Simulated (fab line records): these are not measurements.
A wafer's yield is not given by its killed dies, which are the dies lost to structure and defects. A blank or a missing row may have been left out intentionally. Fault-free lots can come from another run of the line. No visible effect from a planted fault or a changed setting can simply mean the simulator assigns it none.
Which tool did it? / flow gf180mcu / 24 lots with 72 wafers sampled at 6 steps, on a route of 602 steps

== WHAT EACH GAUGE READ, for each wafer ==
GF_V5_BOW_MEAS_05. Usual: for V5_BOW the level is 139 um and the standard deviation is 11.
lot=L074; measured=day 26 13:48; on=filmMetro-03; V5_BOW (um)=132 132 128; flag=
lot=L075; measured=day 26 20:49; on=filmMetro-03; V5_BOW (um)=149 136 162; flag=
lot=L076; measured=day 27 01:23; on=filmMetro-02; V5_BOW (um)=146 145 130; flag=
lot=L077; measured=day 27 12:40; on=filmMetro-03; V5_BOW (um)=122 128 125; flag=
lot=L078; measured=day 27 21:04; on=filmMetro-04; V5_BOW (um)=164 147 149; flag=
lot=L079; measured=day 28 10:49; on=filmMetro-03; V5_BOW (um)=112 134 134; flag=
lot=L080; measured=day 28 13:36; on=filmMetro-03; V5_BOW (um)=137 140 138; flag=
lot=L081; measured=day 28 18:11; on=filmMetro-03; V5_BOW (um)=137 141 146; flag=
lot=L082; measured=day 29 01:07; on=filmMetro-03; V5_BOW (um)=144 145 148; flag=
lot=L083; measured=day 29 08:45; on=filmMetro-03; V5_BOW (um)=141 149 146; flag=
lot=L084; measured=day 29 20:08; on=filmMetro-03; V5_BOW (um)=153 138 139; flag=
lot=L085; measured=day 30 03:03; on=filmMetro-03; V5_BOW (um)=140 155 136; flag=
lot=L086; measured=day 30 09:25; on=filmMetro-02; V5_BOW (um)=135 141 114; flag=
lot=L087; measured=day 30 17:19; on=filmMetro-04; V5_BOW (um)=138 153 155; flag=
lot=L088; measured=day 31 01:41; on=filmMetro-02; V5_BOW (um)=129 134 123; flag=
lot=L089; measured=day 31 03:18; on=filmMetro-04; V5_BOW (um)=122 118 122; flag=
lot=L090; measured=day 31 07:16; on=filmMetro-03; V5_BOW (um)=141 132 151; flag=
lot=L091; measured=day 31 18:39; on=filmMetro-03; V5_BOW (um)=140 136 131; flag=
lot=L092; measured=day 32 00:22; on=filmMetro-04; V5_BOW (um)=125 133 129; flag=
lot=L093; measured=day 32 03:21; on=filmMetro-04; V5_BOW (um)=133 137 136; flag=
lot=L094; measured=day 32 10:49; on=filmMetro-02; V5_BOW (um)=152 140 148; flag=
lot=L095; measured=day 32 15:23; on=filmMetro-04; V5_BOW (um)=159 144 151; flag=
lot=L096; measured=day 32 18:46; on=filmMetro-03; V5_BOW (um)=130 121 126; flag=
lot=L097; measured=day 33 06:37; on=filmMetro-03; V5_BOW (um)=148 157 150; flag=

== TOOL THAT RAN EACH LOT (tool first, then ch and the chambers of the sampled wafers, then the start) ==
lot=L074; GF_M4_SPUTTER_01=pvdSputter-02, day 22 16:04; GF_M4_SPUTTER_04=pvdSputter-02, day 22 16:09; GF_V4_SPUTTER_21=pvdSputter-04, day 24 16:15; GF_MIM_SPUTTER_07=pvdSputter-03, day 24 17:22; GF_MIM_METAL_ETCH_19=rieMetal-02 ch 1, day 25 15:02
lot=L075; GF_M4_SPUTTER_01=pvdSputter-04, day 22 23:08; GF_M4_SPUTTER_04=pvdSputter-04, day 22 23:13; GF_V4_SPUTTER_21=pvdSputter-01, day 24 23:04; GF_MIM_SPUTTER_07=pvdSputter-02, day 25 00:04; GF_MIM_METAL_ETCH_19=rieMetal-01 ch 0, day 25 21:43
lot=L076; GF_M4_SPUTTER_01=pvdSputter-04, day 23 06:35; GF_M4_SPUTTER_04=pvdSputter-04, day 23 06:40; GF_V4_SPUTTER_21=pvdSputter-02, day 25 05:31; GF_MIM_SPUTTER_07=pvdSputter-02, day 25 06:32; GF_MIM_METAL_ETCH_19=rieMetal-03 ch 0,1, day 26 03:13
lot=L077; GF_M4_SPUTTER_01=pvdSputter-04, day 23 17:35; GF_M4_SPUTTER_04=pvdSputter-04, day 23 17:41; GF_V4_SPUTTER_21=pvdSputter-04, day 25 16:01; GF_MIM_SPUTTER_07=pvdSputter-03, day 25 17:01; GF_MIM_METAL_ETCH_19=rieMetal-02 ch 0,1, day 26 13:56
lot=L078; GF_M4_SPUTTER_01=pvdSputter-03, day 24 02:31; GF_M4_SPUTTER_04=pvdSputter-03, day 24 02:35; GF_V4_SPUTTER_21=pvdSputter-01, day 26 01:07; GF_MIM_SPUTTER_07=pvdSputter-02, day 26 02:07; GF_MIM_METAL_ETCH_19=rieMetal-01 ch 0,1, day 26 22:53
lot=L079; GF_M4_SPUTTER_01=pvdSputter-03, day 24 13:08; GF_M4_SPUTTER_04=pvdSputter-03, day 24 13:13; GF_V4_SPUTTER_21=pvdSputter-01, day 26 10:23; GF_MIM_SPUTTER_07=pvdSputter-01, day 26 11:35; GF_MIM_METAL_ETCH_19=rieMetal-03 ch 0,1, day 27 07:32
lot=L080; GF_M4_SPUTTER_01=pvdSputter-02, day 24 19:00; GF_M4_SPUTTER_04=pvdSputter-02, day 24 19:05; GF_V4_SPUTTER_21=pvdSputter-02, day 26 15:34; GF_MIM_SPUTTER_07=pvdSputter-02, day 26 16:34; GF_MIM_METAL_ETCH_19=rieMetal-03 ch 0,1, day 27 13:35
lot=L081; GF_M4_SPUTTER_01=pvdSputter-04, day 25 05:38; GF_M4_SPUTTER_04=pvdSputter-04, day 25 05:44; GF_V4_SPUTTER_21=pvdSputter-01, day 27 01:35; GF_MIM_SPUTTER_07=pvdSputter-03, day 27 02:35; GF_MIM_METAL_ETCH_19=rieMetal-02 ch 0,1, day 27 22:50
lot=L082; GF_M4_SPUTTER_01=pvdSputter-02, day 25 12:06; GF_M4_SPUTTER_04=pvdSputter-02, day 25 12:11; GF_V4_SPUTTER_21=pvdSputter-01, day 27 07:44; GF_MIM_SPUTTER_07=pvdSputter-01, day 27 08:45; GF_MIM_METAL_ETCH_19=rieMetal-02 ch 0,1, day 28 04:38
lot=L083; GF_M4_SPUTTER_01=pvdSputter-02, day 25 20:08; GF_M4_SPUTTER_04=pvdSputter-02, day 25 20:14; GF_V4_SPUTTER_21=pvdSputter-04, day 27 15:10; GF_MIM_SPUTTER_07=pvdSputter-03, day 27 16:12; GF_MIM_METAL_ETCH_19=rieMetal-01 ch 1, day 28 12:35
lot=L084; GF_M4_SPUTTER_01=pvdSputter-02, day 26 08:09; GF_M4_SPUTTER_04=pvdSputter-02, day 26 08:14; GF_V4_SPUTTER_21=pvdSputter-04, day 28 04:01; GF_MIM_SPUTTER_07=pvdSputter-01, day 28 05:01; GF_MIM_METAL_ETCH_19=rieMetal-03 ch 0, day 28 23:32
lot=L085; GF_M4_SPUTTER_01=pvdSputter-04, day 26 12:33; GF_M4_SPUTTER_04=pvdSputter-04, day 26 12:38; GF_V4_SPUTTER_21=pvdSputter-04, day 28 11:08; GF_MIM_SPUTTER_07=pvdSputter-03, day 28 12:08; GF_MIM_METAL_ETCH_19=rieMetal-03 ch 0, day 29 06:20
lot=L086; GF_M4_SPUTTER_01=pvdSputter-02, day 26 22:34; GF_M4_SPUTTER_04=pvdSputter-02, day 26 22:38; GF_V4_SPUTTER_21=pvdSputter-04, day 28 16:22; GF_MIM_SPUTTER_07=pvdSputter-01, day 28 17:22; GF_MIM_METAL_ETCH_19=rieMetal-01 ch 0, day 29 12:02
lot=L087; GF_M4_SPUTTER_01=pvdSputter-03, day 27 07:21; GF_M4_SPUTTER_04=pvdSputter-03, day 27 07:26; GF_V4_SPUTTER_21=pvdSputter-04, day 29 01:11; GF_MIM_SPUTTER_07=pvdSputter-02, day 29 02:12; GF_MIM_METAL_ETCH_19=rieMetal-03 ch 0,1, day 29 21:02
lot=L088; GF_M4_SPUTTER_01=pvdSputter-03, day 27 15:01; GF_M4_SPUTTER_04=pvdSputter-03, day 27 15:05; GF_V4_SPUTTER_21=pvdSputter-01, day 29 10:23; GF_MIM_SPUTTER_07=pvdSputter-01, day 29 11:23; GF_MIM_METAL_ETCH_19=rieMetal-02 ch 0,1, day 30 05:50
lot=L089; GF_M4_SPUTTER_01=pvdSputter-04, day 27 17:34; GF_M4_SPUTTER_04=pvdSputter-04, day 27 17:38; GF_V4_SPUTTER_21=pvdSputter-04, day 29 10:45; GF_MIM_SPUTTER_07=pvdSputter-02, day 29 12:00; GF_MIM_METAL_ETCH_19=rieMetal-01 ch 0, day 30 06:36
lot=L090; GF_M4_SPUTTER_01=pvdSputter-03, day 28 01:11; GF_M4_SPUTTER_04=pvdSputter-03, day 28 01:16; GF_V4_SPUTTER_21=pvdSputter-04, day 29 16:34; GF_MIM_SPUTTER_07=pvdSputter-02, day 29 17:35; GF_MIM_METAL_ETCH_19=rieMetal-02 ch 0,1, day 30 11:44
lot=L091; GF_M4_SPUTTER_01=pvdSputter-03, day 28 12:44; GF_M4_SPUTTER_04=pvdSputter-03, day 28 12:49; GF_V4_SPUTTER_21=pvdSputter-01, day 30 03:56; GF_MIM_SPUTTER_07=pvdSputter-01, day 30 04:56; GF_MIM_METAL_ETCH_19=rieMetal-02 ch 0,1, day 30 22:50
lot=L092; GF_M4_SPUTTER_01=pvdSputter-03, day 28 18:32; GF_M4_SPUTTER_04=pvdSputter-03, day 28 18:37; GF_V4_SPUTTER_21=pvdSputter-04, day 30 10:29; GF_MIM_SPUTTER_07=pvdSputter-03, day 30 11:29; GF_MIM_METAL_ETCH_19=rieMetal-01 ch 0,1, day 31 05:13
lot=L093; GF_M4_SPUTTER_01=pvdSputter-04, day 28 19:32; GF_M4_SPUTTER_04=pvdSputter-04, day 28 19:38; GF_V4_SPUTTER_21=pvdSputter-01, day 30 12:07; GF_MIM_SPUTTER_07=pvdSputter-01, day 30 13:07; GF_MIM_METAL_ETCH_19=rieMetal-02 ch 0,1, day 31 07:02
lot=L094; GF_M4_SPUTTER_01=pvdSputter-02, day 29 06:32; GF_M4_SPUTTER_04=pvdSputter-02, day 29 06:37; GF_V4_SPUTTER_21=pvdSputter-01, day 30 21:53; GF_MIM_SPUTTER_07=pvdSputter-01, day 30 23:01; GF_MIM_METAL_ETCH_19=rieMetal-03 ch 0,1, day 31 16:20
lot=L095; GF_M4_SPUTTER_01=pvdSputter-02, day 29 11:28; GF_M4_SPUTTER_04=pvdSputter-02, day 29 11:33; GF_V4_SPUTTER_21=pvdSputter-01, day 31 02:49; GF_MIM_SPUTTER_07=pvdSputter-03, day 31 03:49; GF_MIM_METAL_ETCH_19=rieMetal-02 ch 0,1, day 31 21:14
lot=L096; GF_M4_SPUTTER_01=pvdSputter-03, day 29 15:09; GF_M4_SPUTTER_04=pvdSputter-03, day 29 15:14; GF_V4_SPUTTER_21=pvdSputter-01, day 31 05:23; GF_MIM_SPUTTER_07=pvdSputter-03, day 31 06:24; GF_MIM_METAL_ETCH_19=rieMetal-01 ch 0,1, day 31 23:56
lot=L097; GF_M4_SPUTTER_01=pvdSputter-02, day 30 05:05; GF_M4_SPUTTER_04=pvdSputter-02, day 30 05:10; GF_V4_SPUTTER_21=pvdSputter-02, day 31 19:04; GF_MIM_SPUTTER_07=pvdSputter-02, day 31 20:04; GF_MIM_METAL_ETCH_19=rieMetal-01 ch 1, day 32 12:35
- GF_M4_SPUTTER_01: material TiN, target thk 30 nm, time 25 s.
- GF_M4_SPUTTER_04: material TiN, target thk 50 nm, time 41.7 s.
- GF_V4_SPUTTER_21: material Ti, target thk 15 nm, time 80.02 s.
- GF_MIM_SPUTTER_07: material TiN, target thk 60 nm, time 50 s.
- GF_MIM_METAL_ETCH_19: etches the open film in Cl2/BCl3, stops on Si3N4, target depth 324.5 nm, time 54.1 s.

== WHAT THE TOOLS THEMSELVES READ (means of the sampled wafers that have a number; where no wafer has one, the mark that the record gives instead) ==
GF_M4_SPUTTER_01. Usual: throttleValvePct reads 29.8 % (standard deviation 0.68).
lot=L074; tool=pvdSputter-02; throttleValvePct (%)=30.1; flag=
lot=L075; tool=pvdSputter-04; throttleValvePct (%)=29.3; flag=
lot=L076; tool=pvdSputter-04; throttleValvePct (%)=30.1; flag=
lot=L077; tool=pvdSputter-04; throttleValvePct (%)=29.4; flag=
lot=L078; tool=pvdSputter-03; throttleValvePct (%)=29.7; flag=
lot=L079; tool=pvdSputter-03; throttleValvePct (%)=29.5; flag=
lot=L080; tool=pvdSputter-02; throttleValvePct (%)=29.6; flag=
lot=L081; tool=pvdSputter-04; throttleValvePct (%)=29.8; flag=
lot=L082; tool=pvdSputter-02; throttleValvePct (%)=30.2; flag=
lot=L083; tool=pvdSputter-02; throttleValvePct (%)=30.3; flag=
lot=L084; tool=pvdSputter-02; throttleValvePct (%)=29.7; flag=
lot=L085; tool=pvdSputter-04; throttleValvePct (%)=29.5; flag=
lot=L086; tool=pvdSputter-02; throttleValvePct (%)=30.3; flag=
lot=L087; tool=pvdSputter-03; throttleValvePct (%)=29.2; flag=
lot=L088; tool=pvdSputter-03; throttleValvePct (%)=29.4; flag=
lot=L089; tool=pvdSputter-04; throttleValvePct (%)=29.7; flag=
lot=L090; tool=pvdSputter-03; throttleValvePct (%)=29.7; flag=
lot=L091; tool=pvdSputter-03; throttleValvePct (%)=30.1; flag=
lot=L092; tool=pvdSputter-03; throttleValvePct (%)=29.6; flag=
lot=L093; tool=pvdSputter-04; throttleValvePct (%)=29.7; flag=
lot=L094; tool=pvdSputter-02; throttleValvePct (%)=29.8; flag=
lot=L095; tool=pvdSputter-02; throttleValvePct (%)=29.6; flag=
lot=L096; tool=pvdSputter-03; throttleValvePct (%)=29.8; flag=
lot=L097; tool=pvdSputter-02; throttleValvePct (%)=30.0; flag=

GF_M4_SPUTTER_04. Usual: throttleValvePct reads 29.8 % (standard deviation 0.65).
lot=L074; tool=pvdSputter-02; throttleValvePct (%)=30.1; flag=
lot=L075; tool=pvdSputter-04; throttleValvePct (%)=29.2; flag=
lot=L076; tool=pvdSputter-04; throttleValvePct (%)=30.2; flag=
lot=L077; tool=pvdSputter-04; throttleValvePct (%)=29.4; flag=
lot=L078; tool=pvdSputter-03; throttleValvePct (%)=29.7; flag=
lot=L079; tool=pvdSputter-03; throttleValvePct (%)=29.3; flag=
lot=L080; tool=pvdSputter-02; throttleValvePct (%)=29.6; flag=
lot=L081; tool=pvdSputter-04; throttleValvePct (%)=29.9; flag=
lot=L082; tool=pvdSputter-02; throttleValvePct (%)=30.1; flag=
lot=L083; tool=pvdSputter-02; throttleValvePct (%)=30.5; flag=
lot=L084; tool=pvdSputter-02; throttleValvePct (%)=29.5; flag=
lot=L085; tool=pvdSputter-04; throttleValvePct (%)=29.4; flag=
lot=L086; tool=pvdSputter-02; throttleValvePct (%)=30.2; flag=
lot=L087; tool=pvdSputter-03; throttleValvePct (%)=29.3; flag=
lot=L088; tool=pvdSputter-03; throttleValvePct (%)=29.4; flag=
lot=L089; tool=pvdSputter-04; throttleValvePct (%)=29.6; flag=
lot=L090; tool=pvdSputter-03; throttleValvePct (%)=29.4; flag=
lot=L091; tool=pvdSputter-03; throttleValvePct (%)=30.0; flag=
lot=L092; tool=pvdSputter-03; throttleValvePct (%)=29.6; flag=
lot=L093; tool=pvdSputter-04; throttleValvePct (%)=29.7; flag=
lot=L094; tool=pvdSputter-02; throttleValvePct (%)=29.7; flag=
lot=L095; tool=pvdSputter-02; throttleValvePct (%)=29.8; flag=
lot=L096; tool=pvdSputter-03; throttleValvePct (%)=29.8; flag=
lot=L097; tool=pvdSputter-02; throttleValvePct (%)=30.1; flag=

GF_V4_SPUTTER_21. Usual: throttleValvePct reads 29.6 % (standard deviation 0.8).
lot=L074; tool=pvdSputter-04; throttleValvePct (%)=29.7; flag=
lot=L075; tool=pvdSputter-01; throttleValvePct (%)=29.7; flag=
lot=L076; tool=pvdSputter-02; throttleValvePct (%)=29.4; flag=
lot=L077; tool=pvdSputter-04; throttleValvePct (%)=29.6; flag=
lot=L078; tool=pvdSputter-01; throttleValvePct (%)=28.8; flag=
lot=L079; tool=pvdSputter-01; throttleValvePct (%)=29.0; flag=
lot=L080; tool=pvdSputter-02; throttleValvePct (%)=29.8; flag=
lot=L081; tool=pvdSputter-01; throttleValvePct (%)=29.1; flag=
lot=L082; tool=pvdSputter-01; throttleValvePct (%)=29.7; flag=
lot=L083; tool=pvdSputter-04; throttleValvePct (%)=29.4; flag=
lot=L084; tool=pvdSputter-04; throttleValvePct (%)=29.8; flag=
lot=L085; tool=pvdSputter-04; throttleValvePct (%)=29.6; flag=
lot=L086; tool=pvdSputter-04; throttleValvePct (%)=29.7; flag=
lot=L087; tool=pvdSputter-04; throttleValvePct (%)=29.9; flag=
lot=L088; tool=pvdSputter-01; throttleValvePct (%)=29.1; flag=
lot=L089; tool=pvdSputter-04; throttleValvePct (%)=29.7; flag=
lot=L090; tool=pvdSputter-04; throttleValvePct (%)=30.0; flag=
lot=L091; tool=pvdSputter-01; throttleValvePct (%)=29.0; flag=
lot=L092; tool=pvdSputter-04; throttleValvePct (%)=29.3; flag=
lot=L093; tool=pvdSputter-01; throttleValvePct (%)=29.8; flag=
lot=L094; tool=pvdSputter-01; throttleValvePct (%)=28.9; flag=
lot=L095; tool=pvdSputter-01; throttleValvePct (%)=29.1; flag=
lot=L096; tool=pvdSputter-01; throttleValvePct (%)=29.0; flag=
lot=L097; tool=pvdSputter-02; throttleValvePct (%)=30.2; flag=

GF_MIM_SPUTTER_07. Usual: throttleValvePct reads 29.7 % (standard deviation 0.82).
lot=L074; tool=pvdSputter-03; throttleValvePct (%)=29.3; flag=
lot=L075; tool=pvdSputter-02; throttleValvePct (%)=29.9; flag=
lot=L076; tool=pvdSputter-02; throttleValvePct (%)=30.3; flag=
lot=L077; tool=pvdSputter-03; throttleValvePct (%)=29.8; flag=
lot=L078; tool=pvdSputter-02; throttleValvePct (%)=30.3; flag=
lot=L079; tool=pvdSputter-01; throttleValvePct (%)=29.0; flag=
lot=L080; tool=pvdSputter-02; throttleValvePct (%)=30.1; flag=
lot=L081; tool=pvdSputter-03; throttleValvePct (%)=29.5; flag=
lot=L082; tool=pvdSputter-01; throttleValvePct (%)=30.5; flag=
lot=L083; tool=pvdSputter-03; throttleValvePct (%)=30.1; flag=
lot=L084; tool=pvdSputter-01; throttleValvePct (%)=28.8; flag=
lot=L085; tool=pvdSputter-03; throttleValvePct (%)=29.8; flag=
lot=L086; tool=pvdSputter-01; throttleValvePct (%)=29.9; flag=
lot=L087; tool=pvdSputter-02; throttleValvePct (%)=30.3; flag=
lot=L088; tool=pvdSputter-01; throttleValvePct (%)=29.0; flag=
lot=L089; tool=pvdSputter-02; throttleValvePct (%)=29.6; flag=
lot=L090; tool=pvdSputter-02; throttleValvePct (%)=29.9; flag=
lot=L091; tool=pvdSputter-01; throttleValvePct (%)=29.7; flag=
lot=L092; tool=pvdSputter-03; throttleValvePct (%)=29.9; flag=
lot=L093; tool=pvdSputter-01; throttleValvePct (%)=29.9; flag=
lot=L094; tool=pvdSputter-01; throttleValvePct (%)=28.8; flag=
lot=L095; tool=pvdSputter-03; throttleValvePct (%)=29.9; flag=
lot=L096; tool=pvdSputter-03; throttleValvePct (%)=29.4; flag=
lot=L097; tool=pvdSputter-02; throttleValvePct (%)=30.4; flag=

GF_MIM_METAL_ETCH_19. Usual: chamberPressureMTorr 7.999 mTorr, standard deviation 0.0072; drypumpMotorCurrentA 5.7 A, standard deviation 0.4; oesProductAu 0.941 a.u., standard deviation 0.0077; throttleValvePct 28.284 %, standard deviation 0.011.
lot=L074; tool=rieMetal-02; chamberPressureMTorr (mTorr)=8.004; drypumpMotorCurrentA (A)=5.1; oesProductAu (a.u.)=0.943; throttleValvePct (%)=28.284; flag=
lot=L075; tool=rieMetal-01; chamberPressureMTorr (mTorr)=8.002; drypumpMotorCurrentA (A)=6.0; oesProductAu (a.u.)=0.942; throttleValvePct (%)=28.288; flag=
lot=L076; tool=rieMetal-03; chamberPressureMTorr (mTorr)=8.007; drypumpMotorCurrentA (A)=5.7; oesProductAu (a.u.)=0.938; throttleValvePct (%)=28.293; flag=
lot=L077; tool=rieMetal-02; chamberPressureMTorr (mTorr)=8.001; drypumpMotorCurrentA (A)=5.4; oesProductAu (a.u.)=0.950; throttleValvePct (%)=28.279; flag=
lot=L078; tool=rieMetal-01; chamberPressureMTorr (mTorr)=8.004; drypumpMotorCurrentA (A)=6.0; oesProductAu (a.u.)=0.934; throttleValvePct (%)=28.281; flag=
lot=L079; tool=rieMetal-03; chamberPressureMTorr (mTorr)=8.004; drypumpMotorCurrentA (A)=5.5; oesProductAu (a.u.)=0.939; throttleValvePct (%)=28.284; flag=
lot=L080; tool=rieMetal-03; chamberPressureMTorr (mTorr)=8.001; drypumpMotorCurrentA (A)=5.5; oesProductAu (a.u.)=0.938; throttleValvePct (%)=28.292; flag=
lot=L081; tool=rieMetal-02; chamberPressureMTorr (mTorr)=8.004; drypumpMotorCurrentA (A)=5.8; oesProductAu (a.u.)=0.949; throttleValvePct (%)=28.285; flag=
lot=L082; tool=rieMetal-02; chamberPressureMTorr (mTorr)=7.987; drypumpMotorCurrentA (A)=5.4; oesProductAu (a.u.)=0.932; throttleValvePct (%)=28.289; flag=
lot=L083; tool=rieMetal-01; chamberPressureMTorr (mTorr)=7.999; drypumpMotorCurrentA (A)=6.1; oesProductAu (a.u.)=0.941; throttleValvePct (%)=28.290; flag=
lot=L084; tool=rieMetal-03; chamberPressureMTorr (mTorr)=7.994; drypumpMotorCurrentA (A)=5.8; oesProductAu (a.u.)=0.937; throttleValvePct (%)=28.288; flag=
lot=L085; tool=rieMetal-03; chamberPressureMTorr (mTorr)=8.006; drypumpMotorCurrentA (A)=5.9; oesProductAu (a.u.)=0.955; throttleValvePct (%)=28.279; flag=
lot=L086; tool=rieMetal-01; chamberPressureMTorr (mTorr)=7.999; drypumpMotorCurrentA (A)=5.9; oesProductAu (a.u.)=0.942; throttleValvePct (%)=28.285; flag=
lot=L087; tool=rieMetal-03; chamberPressureMTorr (mTorr)=7.994; drypumpMotorCurrentA (A)=5.5; oesProductAu (a.u.)=0.944; throttleValvePct (%)=28.278; flag=
lot=L088; tool=rieMetal-02; chamberPressureMTorr (mTorr)=7.996; drypumpMotorCurrentA (A)=5.4; oesProductAu (a.u.)=0.934; throttleValvePct (%)=28.293; flag=
lot=L089; tool=rieMetal-01; chamberPressureMTorr (mTorr)=7.996; drypumpMotorCurrentA (A)=5.9; oesProductAu (a.u.)=0.945; throttleValvePct (%)=28.279; flag=
lot=L090; tool=rieMetal-02; chamberPressureMTorr (mTorr)=8.009; drypumpMotorCurrentA (A)=5.8; oesProductAu (a.u.)=0.928; throttleValvePct (%)=28.293; flag=
lot=L091; tool=rieMetal-02; chamberPressureMTorr (mTorr)=8.002; drypumpMotorCurrentA (A)=5.8; oesProductAu (a.u.)=0.932; throttleValvePct (%)=28.288; flag=
lot=L092; tool=rieMetal-01; chamberPressureMTorr (mTorr)=7.999; drypumpMotorCurrentA (A)=6.1; oesProductAu (a.u.)=0.944; throttleValvePct (%)=28.275; flag=
lot=L093; tool=rieMetal-02; chamberPressureMTorr (mTorr)=8.002; drypumpMotorCurrentA (A)=5.4; oesProductAu (a.u.)=0.937; throttleValvePct (%)=28.294; flag=
lot=L094; tool=rieMetal-03; chamberPressureMTorr (mTorr)=8.002; drypumpMotorCurrentA (A)=5.5; oesProductAu (a.u.)=0.937; throttleValvePct (%)=28.282; flag=
lot=L095; tool=rieMetal-02; chamberPressureMTorr (mTorr)=8.002; drypumpMotorCurrentA (A)=5.8; oesProductAu (a.u.)=0.946; throttleValvePct (%)=28.282; flag=
lot=L096; tool=rieMetal-01; chamberPressureMTorr (mTorr)=8.002; drypumpMotorCurrentA (A)=6.1; oesProductAu (a.u.)=0.953; throttleValvePct (%)=28.270; flag=
lot=L097; tool=rieMetal-01; chamberPressureMTorr (mTorr)=7.993; drypumpMotorCurrentA (A)=6.2; oesProductAu (a.u.)=0.943; throttleValvePct (%)=28.286; flag=

== THE ANSWER, worked out from the rows above alone ==
Rule: take the mean of a lot's wafers that have a number; if it is more than 3 standard deviations from the usual mean, the lot is off. A lot without any number at a reading at which 4 lots or more have one is off too. Where the step has rows for the other lots, those lots are counted as sound. First the gauges in route order, then the tools' own readings, where a lot's mean is used as printed above. At the first step where some lot is off, the reading lying furthest off is the one used; lots without a number count as furthest.
No lot is off at any reading shown: from this, nothing can be told.

== WHAT THE SIMULATOR HAD INSERTED ==
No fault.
